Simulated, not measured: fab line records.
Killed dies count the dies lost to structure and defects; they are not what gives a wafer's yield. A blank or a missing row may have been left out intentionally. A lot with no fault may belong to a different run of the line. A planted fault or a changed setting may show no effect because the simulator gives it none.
Problem report, 8D (eight disciplines) form, completed by code / flow sky130 / the parts of the form that need people (team, actions taken, sign-off) are left out

## 1. WHAT IS WRONG
At SKY_METAL2_SPUTTER_00, chamberPressurePa averages 0.4495 Pa over 2 wafers from 2 lots, while fault-free wafers read 0.4000 Pa, standard deviation 0.00074. Measured from the usual mean, that is +67 standard deviations.
The step: material Ti, target thk 15 nm, time 10.38 s.
The first sign was on wafer L242.2 at day 37 08:04, on pvdSputter-02. The record holds 42 wafers of 14 lots with a number at this step. Rule for "out", or "out of limits": more than 4 standard deviations from the usual mean. The other wafers with a number count as sound.

## 2. WHAT IT IS, WHAT IT ISN'T
question=which readings at this step | is=chamberPressurePa | is not=throttleValvePct
question=which lots | is=L242, L244 | is not=L233, L234, L235, L236, L247, L249, L251, L252, L253, L254, L255, L256
question=which wafers of those lots | is=L242.2, L244.1 | is not=L242.1, L242.3, L244.2, L244.4
question=read on which tools | is=pvdSputter-02 | is not=pvdSputter-01, pvdSputter-04
question=when | is=from day 37 08:04 | is not=up to then (14 sound wafers); but 26 sound wafers of L244, L247, L249, L251, L252, L253, L254, L255, L256 came after

## 3. SUSPECTS, AND WHAT RULES EACH OUT
Counting: if a tool at a process step up to the reading ran every lot that is out, it stays a suspect. Sound lots after the first of them don't rule it out here, since some wafers of a struck lot are sound.
- pvdSputter-02 at SKY_METAL2_SPUTTER_00 (material Ti, target thk 15 nm, time 10.38 s): kept. Every lot that is out went through it, the first being L242 (day 37 08:04); the last sound lot it ran before that was L235 (day 34 12:49). Out on those wafers are its own readings of chamberPressurePa.
After counting, what remains is pvdSputter-02 at SKY_METAL2_SPUTTER_00.

## 4. THE CAUSE (what the simulator had put in)
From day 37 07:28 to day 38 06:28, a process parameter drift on pvdSputter-02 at SKY_METAL2_SPUTTER_00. Setting chamberPressurePa shifted by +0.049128 from 0.4. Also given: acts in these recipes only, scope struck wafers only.
This tool alone remained once counting was done.

## 5. THE EFFECT CHAIN, in route order
Each row: a reading whose mean over the struck wafers that have a number lies more than 3 standard deviations from the usual. Readings are gone through only where the record gives a usual standard deviation; hours: the median, over the lots, of the time from a lot's start at the first step in this table giving one to that lot's start at this step; sigmas: the change measured in usual standard deviations.
hours=0; step=SKY_METAL2_SPUTTER_00; reading=chamberPressurePa; usual=0.4000 Pa; on struck wafers=0.4495; change=+0.0495; sigmas=+67
The process steps in it:
- SKY_METAL2_SPUTTER_00: material Ti, target thk 15 nm, time 10.38 s.

## 6. WHAT WOULD HAVE CAUGHT IT SOONER
In this record the first reading out of limits was taken at day 37 08:04, 1 hour after the fault began at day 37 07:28.
